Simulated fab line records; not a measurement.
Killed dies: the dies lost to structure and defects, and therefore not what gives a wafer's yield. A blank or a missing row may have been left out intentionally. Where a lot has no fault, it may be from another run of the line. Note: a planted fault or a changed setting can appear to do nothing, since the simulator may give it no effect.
A lot that was struck, set against a sound lot -- flow sky130 -- 17 steps out of a route of 708
Sound: these wafers, L645.1, L645.3, L645.4. Struck: wafers L650.2, L650.4, L650.5. The cause is named last.
Per side, at each step with rows, come the tool, then ch with its chambers, and then its first start. Under that, the readings that differ: sound wafers -- struck wafers -- difference of the means -- sigmas: that difference in standard deviations of wafers without a fault.
alike: words and numbers the same on both sides, and readings whose means are apart by under 2 such deviations; not compared: readings that were withheld, readings missing a value for some wafer, numbers with overlapping values and no deviation given by the record, and bounds like >300 which may hide the same value.
Wherever a step has rows on one side only, a row that says differs or no value, or a row with sigmas, the two part there. Numbers that don't overlap but have no deviation are shown without sigmas and don't part them. A reading missing from all wafers of one side parts the sides only when that side holds two or more wafers.

SKY_VT_ADJUST_HVTP_OVL_MEAS_08:
  struck on overlay-01, day 8 15:22; sound on overlay-02, day 7 15:10
reading,sound,struck,difference,sigmas
VT_ADJUST_HVTP_OVL (nm),-1.9 -1.3 -1.9,1.6 2.1 1.5,+3.4,+2
next, for these wafers, 1 step has no rows: SKY_VT_ADJUST_HVTP_IMPLANT_09.
SKY_VT_ADJUST_HVTP_STRIP_10: strips in O2/N2.
  sound on plasmaAsher-03 ch 0,1, day 7 15:21; struck on plasmaAsher-03 ch 0, day 8 15:33
reading,sound,struck,difference,sigmas
chamberPressureMTorr (mTorr),1501.9 1501.3 1500.8,1497.4 1499.4 1499.2,-2.7,-2
  alike: drypumpMotorCurrentA, oesProductAu, stripTimeToEndpointS
  not compared: rfHoursCounterH
SKY_VT_ADJUST_HVTP_TW_MEAS_11:
  struck on filmMetro-04, day 8 15:40; sound on filmMetro-02, day 7 15:27
  alike: VT_ADJUST_HVTP_TW
then, 7 steps without rows for these wafers: SKY_VT_ADJUST_LVTN_DEHYDRATE_00 (time 60 s); SKY_VT_ADJUST_LVTN_HMDS_01 (prime time 60 s); SKY_VT_ADJUST_LVTN_COAT_02 (resist thk 3000 nm); SKY_VT_ADJUST_LVTN_SOFTBAKE_03; SKY_VT_ADJUST_LVTN_EXPOSE_04 (exposes mask NWM COMPLEMENT LESS NATIVE, target cd 840 nm); SKY_VT_ADJUST_LVTN_PEB_05; SKY_VT_ADJUST_LVTN_DEVELOP_06 (develop time 60 s).
SKY_VT_ADJUST_LVTN_OVL_MEAS_07:
  struck on overlay-02, day 9 13:17; sound on overlay-01, day 8 12:06
  alike: VT_ADJUST_LVTN_OVL
SKY_VT_ADJUST_LVTN_IMPLANT_08:
  sound on implanter-03 ch 0, day 8 12:08; struck on implanter-02 ch 0, day 9 13:20
reading,sound,struck,difference,sigmas
doseIonsCm2,1.5691e+12 1.5727e+12 1.5725e+12,1.037e+12 1.0383e+12 1.04e+12,-5.330e+11,-99 or more
faradayCurrentUA,8.70 8.72 8.74,6.00 5.93 5.95,-2.76,-15
SKY_VT_ADJUST_LVTN_STRIP_09: strips in O2/N2.
  sound on plasmaAsher-03 ch 0,1, day 8 12:17; struck on plasmaAsher-01 ch 0,1, day 9 13:28
reading,sound,struck,difference,sigmas
drypumpMotorCurrentA (A),4.9 4.9 5.2,6.0 5.9 6.0,+1.0,+2
  alike: chamberPressureMTorr, oesProductAu, stripTimeToEndpointS
  not compared: rfHoursCounterH
SKY_VT_ADJUST_LVTN_TW_MEAS_10:
  struck on filmMetro-03, day 9 13:34; sound on filmMetro-04, day 8 12:23
reading,sound,struck,difference,sigmas
VT_ADJUST_LVTN_TW,238.0 240.3 238.8,211.9 212.1 212.8,-26.8,-27
then, 1 step without rows for these wafers: SKY_VT_ADJUST_LVTN_DEHYDRATE_11 (time 60 s).
-- record jumps: 39 days separate the struck wafers' starts on either side; left off in module VT_ADJUST_LVTN, taken up again in module PAD_OPEN, whose first shown step is the route's number 708 --
SKY_PAD_OPEN_PROBE_99:
  struck on prober-01, day 48 13:49; sound on prober-02, day 47 08:52
reading,sound,struck,difference,sigmas
model.etest.nfet_01v8_lvt.vtSatV (V),0.5323 0.5371 0.5223,0.5175 0.5008 0.5014,-0.0240,
model.etest.nfet_01v8_lvt.vtLongV (V),0.4403 0.4467 0.4351,0.4197 0.4205 0.417,-0.0216,
model.etest.nfet_01v8_lvt.bodyRiseV (V),0.1438 0.1446 0.1444,0.1346 0.1372 0.1369,-0.0080,
model.etest.nfet_01v8.bodyRiseV (V),0.177 0.1798 0.1746,0.1712 0.1738 0.1719,-0.0048,
  alike: killed_at_M0_to_M3, killed_at_M4_up, killedAtContacts, killedAtFrontEnd, killedAtOther, killedDies, killedOpen, killedShort

WHERE THEY PART
At SKY_VT_ADJUST_HVTP_OVL_MEAS_08 first; at SKY_VT_ADJUST_LVTN_TW_MEAS_10 last (within this record only). Later steps at which nothing parts them and some readings are alike: SKY_PAD_OPEN_PROBE_99.

WHY: the cause the simulator had injected
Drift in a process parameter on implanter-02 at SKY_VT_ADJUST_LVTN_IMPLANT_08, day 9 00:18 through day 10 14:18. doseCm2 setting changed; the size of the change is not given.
